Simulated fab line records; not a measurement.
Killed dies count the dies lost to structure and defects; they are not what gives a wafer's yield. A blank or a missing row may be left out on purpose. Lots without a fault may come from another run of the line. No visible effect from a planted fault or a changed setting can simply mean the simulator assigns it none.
Which tool was responsible?	flow sky130	24 lots with 72 wafers sampled at 6 steps, on a route of 708 steps

## WHAT EACH GAUGE READ, for each wafer
SKY_SD_N_RS_MEAS_16: measures by four-point-probe. Usual: for SD_N_RS the level is 68.52 ohm/sq and the standard deviation is 0.13.
lot	measured	on	SD_N_RS (ohm/sq)	flag
L074	day 28 01:29	filmMetro-01	68.37 68.47 68.58	
L075	day 28 12:22	filmMetro-03	68.76 68.68 68.67	
L076	day 29 07:21	filmMetro-01	68.65 68.52 68.51	
L077	day 29 12:04	filmMetro-01	68.80 68.70 68.68	
L078	day 29 16:08	filmMetro-01	68.66 68.40 68.53	
L079	day 29 23:52	filmMetro-01	68.36 68.46 68.29	
L080	day 30 09:10	filmMetro-03	68.38 68.65 68.54	
L081	day 30 12:49	filmMetro-01	68.47 68.50 68.40	
L083	day 31 09:52	filmMetro-01	68.64 68.53 68.62	
L082	day 31 10:59	filmMetro-04	68.42 68.38 68.43	
L084	day 31 18:54	filmMetro-01	68.51 68.53 68.60	
L085	day 32 03:23	filmMetro-01	68.61 68.55 68.57	
L086	day 32 21:50	filmMetro-03	68.66 68.72 68.67	
L087	day 32 23:44	filmMetro-01	68.39 68.47 68.39	
L088	day 33 01:27	filmMetro-03	68.71 68.76 68.54	
L089	day 33 03:43	filmMetro-01	68.29 68.49 68.50	
L090	day 33 17:16	filmMetro-04	68.36 68.35 68.29	
L091	day 33 18:08	filmMetro-03	68.53 68.46 68.57	
L092	day 33 22:26	filmMetro-04	68.39 68.48 68.56	
L093	day 34 13:56	filmMetro-01	68.66 68.58 68.50	
L094	day 34 20:53	filmMetro-01	68.69 68.58 68.57	
L095	day 35 08:52	filmMetro-01	68.36 68.40 68.40	
L096	day 35 14:24	filmMetro-01	68.54 68.53 68.28	
L097	day 35 18:03	filmMetro-03	68.65 68.59 68.56	

SKY_LOCAL_INTERCONNECT_OVL_MEAS_12. Usual: for LOCAL_INTERCONNECT_OVL the level is 1 nm and the standard deviation is 5.6.
lot	measured	on	LOCAL_INTERCONNECT_OVL (nm)	flag
L074	day 30 13:01	overlay-01	7 7 8	
L075	day 30 23:17	overlay-02	9 4 9	
L076	day 31 17:08	overlay-02	4 2 2	
L077	day 31 23:29	overlay-01	-1 -1 -4	
L078	day 32 02:31	overlay-02	5 3 2	
L079	day 32 10:06	overlay-02	-2 -4 -6	
L080	day 32 19:14	overlay-02	-4 -2 0	
L081	day 32 22:14	overlay-01	4 7 6	
L083	day 33 19:23	overlay-01	7 12 5	
L082	day 33 19:52	overlay-01	-10 -5 -5	
L084	day 34 03:27	overlay-02	-2 0 1	
L085	day 34 11:50	overlay-02	-9 -5 -6	
L086	day 35 06:43	overlay-02	-5 -3 -3	
L087	day 35 08:29	overlay-01	-1 0 -4	
L088	day 35 09:40	overlay-01	-3 -10 0	
L089	day 35 11:47	overlay-01	-6 1 -6	
L090	day 36 01:30	overlay-02	3 11 4	
L091	day 36 02:50	overlay-01	-2 -5 -1	
L092	day 36 06:25	overlay-02	4 6 1	
L093	day 36 20:48	overlay-01	6 7 4	
L094	day 37 03:30	overlay-02	3 5 4	
L095	day 37 16:20	overlay-01	14 8 6	
L096	day 37 22:03	overlay-01	-2 -3 -2	
L097	day 38 00:56	overlay-02	1 0 5	

SKY_CONTACT_THK_MEAS_03. Usual: for CONTACT_HDPCVD_THK the level is 565 nm and the standard deviation is 5.5.
lot	measured	on	CONTACT_HDPCVD_THK (nm)	flag
L074	day 30 14:03	filmMetro-01	561 561 564	
L075	day 31 00:17	filmMetro-02	556 561 559	
L076	day 31 18:07	filmMetro-02	562 567 573	
L077	day 32 00:26	filmMetro-01	571 572 559	
L078	day 32 03:26	filmMetro-04	548 554 556	
L079	day 32 11:03	filmMetro-02	565 567 569	
L080	day 32 20:08	filmMetro-04	564 571 567	
L081	day 32 23:15	filmMetro-04	568 561 560	
L083	day 33 20:22	filmMetro-02	569 561 561	
L082	day 33 20:56	filmMetro-01	562 566 567	
L084	day 34 04:22	filmMetro-02	571 578 569	
L085	day 34 12:45	filmMetro-04	563 566 562	
L086	day 35 07:42	filmMetro-01	568 567 565	
L087	day 35 09:24	filmMetro-02	573 571 566	
L088	day 35 10:34	filmMetro-04	572 575 575	
L089	day 35 12:41	filmMetro-01	563 563 560	
L090	day 36 02:28	filmMetro-04	570 567 565	
L091	day 36 03:47	filmMetro-02	557 555 557	
L092	day 36 07:20	filmMetro-02	560 564 560	
L093	day 36 21:48	filmMetro-04	571 567 569	
L094	day 37 04:26	filmMetro-02	559 555 560	
L095	day 37 17:15	filmMetro-02	563 570 563	
L096	day 37 22:58	filmMetro-01	564 560 561	
L097	day 38 01:50	filmMetro-01	570 557 566	

SKY_CONTACT_THK_MEAS_26: measures by xrf. Usual: for CONTACT_W_THK the level is 331 nm and the standard deviation is 6.
lot	measured	on	CONTACT_W_THK (nm)	flag
L074	day 31 19:30	filmMetro-02	329 325 325	
L075	day 32 06:18	filmMetro-02	324 321 322	
L076	day 32 22:50	filmMetro-02	322 323 326	
L077	day 33 05:14	filmMetro-01	323 321 329	
L078	day 33 07:59	filmMetro-04	337 331 332	
L079	day 33 15:02	filmMetro-01	333 336 336	
L080	day 34 00:46	filmMetro-04	339 344 337	
L081	day 34 03:46	filmMetro-04	341 343 338	
L083	day 35 00:36	filmMetro-01	337 334 335	
L082	day 35 01:31	filmMetro-04	331 331 329	
L084	day 35 09:05	filmMetro-02	326 329 329	
L085	day 35 16:29	filmMetro-02	335 332 332	
L086	day 36 11:40	filmMetro-04	334 339 339	
L087	day 36 13:07	filmMetro-04	338 339 336	
L088	day 36 14:37	filmMetro-02	320 319 320	
L089	day 36 17:11	filmMetro-04	342 335 336	
L090	day 37 06:20	filmMetro-01	322 319 329	
L091	day 37 07:49	filmMetro-02	330 330 330	
L092	day 37 11:04	filmMetro-04	329 334 338	
L093	day 38 01:21	filmMetro-04	331 329 330	
L094	day 38 08:34	filmMetro-02	318 322 322	
L095	day 38 21:06	filmMetro-01	329 329 333	
L096	day 39 02:34	filmMetro-01	334 334 335	
L097	day 39 04:47	filmMetro-01	334 333 332	

SKY_VIA1_THK_MEAS_01. Usual: for VIA1_HDPCVD_THK the level is 1032 nm and the standard deviation is 10.
lot	measured	on	VIA1_HDPCVD_THK (nm)	flag
L074	day 33 00:07	filmMetro-04	1036 1045 1049	
L075	day 33 11:12	filmMetro-01	1035 1032 1021	
L076	day 34 03:48	filmMetro-03	1039 1037 1038	
L077	day 34 09:47	filmMetro-03	1018 1003 1016	
L078	day 34 12:25	filmMetro-01	1031 1017 1033	
L079	day 34 19:05	filmMetro-01	1025 1025 1020	
L080	day 35 05:43	filmMetro-03	1021 1027 1027	
L081	day 35 08:28	filmMetro-01	1033 1023 1029	
L083	day 36 05:19	filmMetro-01	1034 1041 1047	
L082	day 36 05:50	filmMetro-03	1046 1047 1056	
L084	day 36 13:32	filmMetro-01	1025 1031 1043	
L085	day 36 20:16	filmMetro-01	1047 1047 1030	
L086	day 37 15:02	filmMetro-01	1036 1041 1029	
L087	day 37 17:08	filmMetro-04	1033 1021 1009	
L088	day 37 18:31	filmMetro-04	1041 1035 1056	
L089	day 37 21:13	filmMetro-01	1020 1039 1043	
L090	day 38 10:12	filmMetro-03	1032 1015 1014	
L091	day 38 11:49	filmMetro-04	1042 1032 1019	
L092	day 38 14:28	filmMetro-03	1040 1030 1041	
L093	day 39 04:49	filmMetro-04	1029 1035 1039	
L094	day 39 10:31	filmMetro-03	1050 1039 1046	
L095	day 39 23:16	filmMetro-03	1028 1033 1032	
L096	day 40 04:40	filmMetro-01	1041 1034 1029	
L097	day 40 07:52	filmMetro-04	1028 1016 1025	

## EACH LOT AND THE TOOL THAT RAN IT (in order: tool; ch and the chambers of the sampled wafers; start)
lot	SKY_METAL1_METAL_ETCH_19
L074	rieMetal-01 ch 0,1, day 32 23:19
L075	rieMetal-01 ch 0,1, day 33 10:19
L076	rieMetal-01 ch 0,1, day 34 02:59
L077	rieMetal-01 ch 0,1, day 34 08:59
L078	rieMetal-03 ch 0,1, day 34 11:37
L079	rieMetal-04 ch 0,1, day 34 18:18
L080	rieMetal-04 ch 0,1, day 35 04:55
L081	rieMetal-03 ch 0,1, day 35 07:40
L083	rieMetal-03 ch 0,1, day 36 04:31
L082	rieMetal-01 ch 0,1, day 36 05:02
L084	rieMetal-03 ch 0,1, day 36 12:40
L085	rieMetal-03 ch 0,1, day 36 19:22
L086	rieMetal-03 ch 0,1, day 37 14:16
L087	rieMetal-04 ch 0,1, day 37 16:20
L088	rieMetal-01 ch 0,1, day 37 17:43
L089	rieMetal-03 ch 1, day 37 20:25
L090	rieMetal-03 ch 0,1, day 38 09:25
L091	rieMetal-04 ch 0,1, day 38 11:01
L092	rieMetal-04 ch 0,1, day 38 13:39
L093	rieMetal-01 ch 0,1, day 39 03:31
L094	rieMetal-01 ch 0,1, day 39 09:40
L095	rieMetal-03 ch 0, day 39 22:26
L096	rieMetal-01 ch 0,1, day 40 03:51
L097	rieMetal-03 ch 0,1, day 40 07:04
- SKY_METAL1_METAL_ETCH_19: etches the open film in Cl2/BCl3, stops on SiO2, target depth 360 nm, time 78 s.

## AS READ BY THE TOOLS THEMSELVES (means over the sampled wafers that have a number; for cases with no such wafer, the mark the record gives instead)
SKY_METAL1_METAL_ETCH_19. Usual: drypumpMotorCurrentA 5.9 A, standard deviation 0.63; heBacksideLeakSccm 3.20 sccm, standard deviation 0.23; oesProductAu 0.854 a.u., standard deviation 0.0055; throttleValvePct 22.264 %, standard deviation 0.0088.
lot	tool	drypumpMotorCurrentA (A)	heBacksideLeakSccm (sccm)	oesProductAu (a.u.)	throttleValvePct (%)	flag
L074	rieMetal-01	5.7	3.22	0.862	22.265	
L075	rieMetal-01	6.0	3.19	0.854	22.267	
L076	rieMetal-01	6.1	3.25	0.853	22.255	
L077	rieMetal-01	5.7	3.16	0.849	22.267	
L078	rieMetal-03	6.2	3.23	0.853	22.260	
L079	rieMetal-04	6.0	3.16	0.856	22.260	
L080	rieMetal-04	6.2	3.10	0.855	22.265	
L081	rieMetal-03	5.6	3.22	0.861	22.261	
L083	rieMetal-03	5.6	3.21	0.860	22.269	
L082	rieMetal-01	6.1	3.35	0.859	22.262	
L084	rieMetal-03	6.2	3.17	0.856	22.257	
L085	rieMetal-03	6.2	3.08	0.850	22.259	
L086	rieMetal-03	5.7	3.04	0.853	22.268	
L087	rieMetal-04	6.2	3.12	0.856	22.268	
L088	rieMetal-01	5.7	3.32	0.854	22.264	
L089	rieMetal-03	6.7	3.53	0.856	22.263	
L090	rieMetal-03	6.2	3.10	0.854	22.265	
L091	rieMetal-04	6.2	3.09	0.856	22.262	
L092	rieMetal-04	6.0	3.14	0.854	22.256	
L093	rieMetal-01	6.0	3.25	0.858	22.261	
L094	rieMetal-01	6.1	3.26	0.852	22.261	
L095	rieMetal-03	5.1	3.66	0.861	22.261	
L096	rieMetal-01	6.0	3.24	0.852	22.280	
L097	rieMetal-03	5.6	3.07	0.853	22.258	

## THE ANSWER, worked out from the rows above alone
Rule: lot off if the mean of its wafers having a number is beyond 3 standard deviations from the usual mean. A lot without any number at a reading at which 4 lots or more have one is off too. Where the step has rows for the other lots, those lots are counted as sound. Order of review: gauges by route order, followed by the tools' own readings, for which a lot's mean as printed above is used. At the first step where some lot is off, the reading lying furthest off is the one used; lots without a number count as furthest.
No lot is off on any of the readings shown, so nothing can be concluded from this.

## WHAT WAS PUT IN BY THE SIMULATOR
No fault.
